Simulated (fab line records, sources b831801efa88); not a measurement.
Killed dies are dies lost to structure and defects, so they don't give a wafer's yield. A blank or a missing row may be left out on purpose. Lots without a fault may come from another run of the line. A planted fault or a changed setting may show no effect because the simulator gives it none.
Which tool did it? | flow gf180mcu | 12 lots, 36 wafers sampled, at 6 steps of a route of 602

WHAT THE GAUGES READ, wafer by wafer
GF_V4_THK_MEAS_03.
lot  | measured     | on            | V4_CVD_02_THK (nm)
L484 | day 23 10:50 | film_metro-04 | 835 854 852
L485 | day 24 09:11 | film_metro-03 | 851 852 857
L487 | day 24 22:54 | film_metro-04 | 866 859 871
L490 | day 26 05:51 | film_metro-01 | 846 834 846
L491 | day 26 07:51 | film_metro-04 | 855 856 857
L492 | day 26 15:50 | film_metro-03 | 852 871 865
L499 | day 28 14:05 | film_metro-03 | 839 860 857
L500 | day 28 23:21 | film_metro-04 | 852 841 858
L502 | day 29 09:52 | film_metro-03 | 846 862 856
L503 | day 29 18:36 | film_metro-03 | 844 848 844
L506 | day 30 13:26 | film_metro-01 | 846 865 877
L507 | day 30 20:04 | film_metro-04 | 861 837 860

GF_MIM_THK_MEAS_11: measures by xrf.
lot  | measured     | on            | MIM_ALCU_THK (nm)
L484 | day 24 11:59 | film_metro-03 | 204.2 200.5 201.7
L485 | day 25 09:43 | film_metro-04 | 197.8 196.9 197.4
L487 | day 25 23:22 | film_metro-04 | 198.3 200.9 200.0
L490 | day 27 05:41 | film_metro-04 | 200.1 203.7 201.5
L491 | day 27 07:08 | film_metro-04 | 201.5 203.8 200.8
L492 | day 27 15:13 | film_metro-02 | 203.4 201.9 201.6
L499 | day 29 12:03 | film_metro-03 | 202.8 203.5 202.0
L500 | day 29 20:52 | film_metro-02 | 203.9 201.4 207.2
L502 | day 30 07:17 | film_metro-04 | 192.9 197.3 193.8
L503 | day 30 15:47 | film_metro-03 | 201.0 201.6 200.0
L506 | day 31 10:21 | film_metro-04 | 202.5 200.8 203.4
L507 | day 31 17:10 | film_metro-02 | 206.2 203.4 207.3

GF_V5_RS_MEAS_24: measures by four-point-probe.
lot  | measured     | on            | V5_W_RS (ohm/sq)
L484 | day 27 07:06 | film_metro-01 | 0.324 0.329 0.325
L485 | day 28 02:46 | film_metro-04 | 0.332 0.334 0.332
L487 | day 28 13:47 | film_metro-04 | 0.324 0.326 0.326
L490 | day 29 18:57 | film_metro-04 | 44.277 45.115 42.961
L491 | day 29 20:08 | film_metro-02 | 43.606 43.955 43.233
L492 | day 30 02:57 | film_metro-02 | 43.100 43.855 43.328
L499 | day 31 22:16 | film_metro-01 | 0.333 0.342 0.332
L500 | day 32 04:41 | film_metro-04 | 0.336 0.334 0.329
L502 | day 32 17:20 | film_metro-02 | 0.330 0.334 0.330
L503 | day 32 22:12 | film_metro-02 | 0.332 0.340 0.338
L506 | day 33 15:10 | film_metro-02 | 0.341 0.342 0.340
L507 | day 33 20:21 | film_metro-02 | 0.335 0.338 0.335

GF_V5_THK_MEAS_25: measures by xrf.
lot  | measured     | on            | V5_W_THK (nm)
L484 | day 27 07:12 | film_metro-01 | 366 360 364
L485 | day 28 02:52 | film_metro-04 | 353 352 353
L487 | day 28 13:54 | film_metro-04 | 360 362 359
L490 | day 29 19:04 | film_metro-04 | <0 - -
L491 | day 29 20:14 | film_metro-02 | <0 <0 <0
L492 | day 30 03:04 | film_metro-02 | <0 <0 <0
L499 | day 31 22:23 | film_metro-01 | 353 345 355
L500 | day 32 04:48 | film_metro-04 | 351 351 356
L502 | day 32 17:27 | film_metro-02 | 351 349 351
L503 | day 32 22:19 | film_metro-02 | 351 343 342
L506 | day 33 15:17 | film_metro-02 | 343 343 342
L507 | day 33 20:28 | film_metro-02 | 348 347 349

WHICH TOOL RAN EACH LOT (tool, then ch and the chambers of the sampled wafers, then the start)
lot  | GF_MIM_SPUTTER_04            | GF_V5_CVD_23
L484 | pvd_sputter-02, day 24 11:36 | cvd_w-01 ch 0,1, day 27 06:59
L485 | pvd_sputter-04, day 25 09:21 | cvd_w-02 ch 0,1, day 28 02:38
L487 | pvd_sputter-04, day 25 23:01 | cvd_w-01 ch 1, day 28 13:40
L490 | pvd_sputter-01, day 27 05:20 | cvd_w-02 ch 0,1, day 29 18:49
L491 | pvd_sputter-02, day 27 06:46 | cvd_w-02 ch 0,1, day 29 20:00
L492 | pvd_sputter-02, day 27 14:52 | cvd_w-02 ch 0,1, day 30 02:49
L499 | pvd_sputter-04, day 29 11:42 | cvd_w-02 ch 0,1, day 31 22:10
L500 | pvd_sputter-02, day 29 20:29 | cvd_w-02 ch 0,1, day 32 04:33
L502 | pvd_sputter-02, day 30 06:55 | cvd_w-02 ch 0, day 32 17:13
L503 | pvd_sputter-04, day 30 15:26 | cvd_w-02 ch 0,1, day 32 22:05
L506 | pvd_sputter-01, day 31 09:59 | cvd_w-02 ch 1, day 33 15:02
L507 | pvd_sputter-01, day 31 16:49 | cvd_w-02 ch 0,1, day 33 20:14
- GF_MIM_SPUTTER_04: material TiN, target thk 50 nm, time 41.7 s.
- GF_V5_CVD_23: deposits W, target thk 350 nm, time 104.9 s.

WHAT THE TOOLS THEMSELVES READ (means of the sampled wafers that have a number; where no wafer has one, the mark that the record gives instead)
GF_MIM_SPUTTER_04.
lot  | tool           | throttle_valve_pct (%)
L484 | pvd_sputter-02 | 29.9
L485 | pvd_sputter-04 | 30.4
L487 | pvd_sputter-04 | 29.9
L490 | pvd_sputter-01 | 30.4
L491 | pvd_sputter-02 | 28.7
L492 | pvd_sputter-02 | 28.5
L499 | pvd_sputter-04 | 30.0
L500 | pvd_sputter-02 | 28.9
L502 | pvd_sputter-02 | 29.4
L503 | pvd_sputter-04 | 29.8
L506 | pvd_sputter-01 | 30.2
L507 | pvd_sputter-01 | 30.1

GF_V5_CVD_23.
lot  | tool     | chamber_pressure_Torr (Torr) | heater_power_outer_w (W) | heater_power_w (W)
L484 | cvd_w-01 | 40.05                        | 485                      | 767
L485 | cvd_w-02 | 40.08                        | 475                      | 826
L487 | cvd_w-01 | 40.10                        | 504                      | 798
L490 | cvd_w-02 | -                            | -                        | -
L491 | cvd_w-02 | -                            | -                        | -
L492 | cvd_w-02 | -                            | -                        | -
L499 | cvd_w-02 | 40.01                        | 517                      | 873
L500 | cvd_w-02 | 40.00                        | 512                      | 889
L502 | cvd_w-02 | 39.97                        | 531                      | 916
L503 | cvd_w-02 | 40.02                        | 481                      | 834
L506 | cvd_w-02 | 39.92                        | 453                      | 781
L507 | cvd_w-02 | 40.00                        | 510                      | 888

THE ANSWER, worked out from the rows above alone
Rule: what is usual is taken from the lots themselves. Put in order of their means at a reading, lots are off if they are a third of the lots or fewer, leave a main group of 4 or more, and stand apart from it by a gap of 3 or more times the standard deviation of the main group's means; of several such gaps the widest counts. A main group whose means are all the same, to the digits that the tables above print for the reading, isn't used. A lot without any number at a reading at which 4 lots or more have one is off too. The other lots that the step has rows for count as sound. The gauges are gone through in route order, then the tools' own readings, and for those a lot's mean is taken as printed above. The first step at which some lot is off is used, and at that step the reading that is off furthest; a lot without a number counts as furthest.
Off: L490, L491, L492, at GF_V5_RS_MEAS_24 (V5_W_RS). The main group: mean 0.333 ohm/sq, standard deviation 0.0048.
A tool fits if, at a process step before that reading, it ran every lot that is off, and no sound lot after the first of them. The gauges at GF_V5_RS_MEAS_24 aren't tried: what is off there is off at GF_V5_CVD_23 too, on other tools, and a gauge's error can't cause that. None of those tried fits.

WHAT THE SIMULATOR HAD PUT IN
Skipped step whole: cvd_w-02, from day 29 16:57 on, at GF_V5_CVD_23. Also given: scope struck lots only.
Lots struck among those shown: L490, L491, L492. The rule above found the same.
